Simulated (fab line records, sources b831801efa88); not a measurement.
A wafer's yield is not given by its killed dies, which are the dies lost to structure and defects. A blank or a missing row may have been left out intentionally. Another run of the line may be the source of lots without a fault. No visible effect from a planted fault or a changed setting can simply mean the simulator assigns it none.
Which of the tools did it? :: flow sky130 :: 27 wafers from 9 lots sampled at 4 of the route's 708 steps

== WHAT EACH GAUGE READ, for each wafer ==
SKY_METAL5_RS_MEAS_05: uses a four-point probe to measure.
lot: L630
measured: day 43 04:45
on: film_metro-01
METAL5_ALCU_RS (ohm/sq): 0.0270 0.0269 0.0270

lot: L633
measured: day 43 18:45
on: film_metro-03
METAL5_ALCU_RS (ohm/sq): 0.0271 0.0270 0.0273

lot: L635
measured: day 44 10:57
on: film_metro-02
METAL5_ALCU_RS (ohm/sq): 0.0274 0.0278 0.0272

lot: L636
measured: day 44 21:15
on: film_metro-01
METAL5_ALCU_RS (ohm/sq): 0.0269 0.0269 0.0268

lot: L644
measured: day 47 02:16
on: film_metro-03
METAL5_ALCU_RS (ohm/sq): 0.0267 0.0264 0.0263

lot: L645
measured: day 47 06:56
on: film_metro-03
METAL5_ALCU_RS (ohm/sq): 0.0271 0.0269 0.0271

lot: L646
measured: day 47 10:59
on: film_metro-03
METAL5_ALCU_RS (ohm/sq): 0.0271 0.0300 0.0267

lot: L647
measured: day 47 13:37
on: film_metro-01
METAL5_ALCU_RS (ohm/sq): 0.0275 0.0275 0.0279

lot: L648
measured: day 47 20:22
on: film_metro-02
METAL5_ALCU_RS (ohm/sq): 0.0271 0.0271 0.0271

== WHICH TOOL RAN EACH LOT (tool, then ch and the chambers of the sampled wafers, then the start) ==
lot: L630
SKY_CAP2M_METAL_ETCH_13: rie_metal-02 ch 0,1, day 41 01:41
SKY_VIA4_ETCH_12: rie_diel-01 ch 0,1,2, day 43 03:01
SKY_METAL5_SPUTTER_02: pvd_sputter-03, day 43 04:36

lot: L633
SKY_CAP2M_METAL_ETCH_13: rie_metal-01 ch 0, day 41 17:28
SKY_VIA4_ETCH_12: rie_diel-01 ch 2,3, day 43 17:13
SKY_METAL5_SPUTTER_02: pvd_sputter-04, day 43 18:38

lot: L635
SKY_CAP2M_METAL_ETCH_13: rie_metal-01 ch 0,1, day 42 08:47
SKY_VIA4_ETCH_12: rie_diel-02 ch 0,1,2, day 44 09:26
SKY_METAL5_SPUTTER_02: pvd_sputter-04, day 44 10:50

lot: L636
SKY_CAP2M_METAL_ETCH_13: rie_metal-01 ch 0,1, day 42 19:38
SKY_VIA4_ETCH_12: rie_diel-04 ch 1,3, day 44 18:55
SKY_METAL5_SPUTTER_02: pvd_sputter-03, day 44 21:07

lot: L644
SKY_CAP2M_METAL_ETCH_13: rie_metal-02 ch 0, day 45 05:16
SKY_VIA4_ETCH_12: rie_diel-02 ch 0,2,3, day 47 00:44
SKY_METAL5_SPUTTER_02: pvd_sputter-01, day 47 02:08

lot: L645
SKY_CAP2M_METAL_ETCH_13: rie_metal-01 ch 0,1, day 45 09:16
SKY_VIA4_ETCH_12: rie_diel-02 ch 0,2,3, day 47 04:49
SKY_METAL5_SPUTTER_02: pvd_sputter-04, day 47 06:50

lot: L646
SKY_CAP2M_METAL_ETCH_13: rie_metal-01 ch 0,1, day 45 13:21
SKY_VIA4_ETCH_12: rie_diel-01 ch 0,3, day 47 08:49
SKY_METAL5_SPUTTER_02: pvd_sputter-03, day 47 10:49

lot: L647
SKY_CAP2M_METAL_ETCH_13: rie_metal-02 ch 0,1, day 45 17:49
SKY_VIA4_ETCH_12: rie_diel-02 ch 1,2, day 47 11:35
SKY_METAL5_SPUTTER_02: pvd_sputter-04, day 47 13:31

lot: L648
SKY_CAP2M_METAL_ETCH_13: rie_metal-03 ch 0,1, day 46 01:16
SKY_VIA4_ETCH_12: rie_diel-02 ch 1,2,3, day 47 18:23
SKY_METAL5_SPUTTER_02: pvd_sputter-04, day 47 20:13
- SKY_CAP2M_METAL_ETCH_13: etches TiN in Cl2/BCl3, stops on SiO2, target depth 220 nm, time 62.9 s.
- SKY_VIA4_ETCH_12: etches SiO2 in C4F8/O2/Ar, stops on TiN, target depth 580 nm.
- SKY_METAL5_SPUTTER_02: material AlCu, target thk 1150 nm, time 61.2 s.

== THE ANSWER, worked out from the rows above alone ==
Rule: the usual values come from the lots themselves. Put in order of their means at a reading, lots are off if they are a third of the lots or fewer, leave a main group of 4 or more, and stand apart from it by a gap of 3 or more times the standard deviation of the main group's means; of several such gaps the widest counts. The tables above print the reading to a certain number of digits; a main group whose means all agree to those digits is not used. Also off: a lot with no number at a reading for which 4 or more lots have one. All remaining lots with rows at the step are treated as sound.
None of the lots is off at any reading shown; this tells nothing.

== WHAT THE SIMULATOR PUT IN ==
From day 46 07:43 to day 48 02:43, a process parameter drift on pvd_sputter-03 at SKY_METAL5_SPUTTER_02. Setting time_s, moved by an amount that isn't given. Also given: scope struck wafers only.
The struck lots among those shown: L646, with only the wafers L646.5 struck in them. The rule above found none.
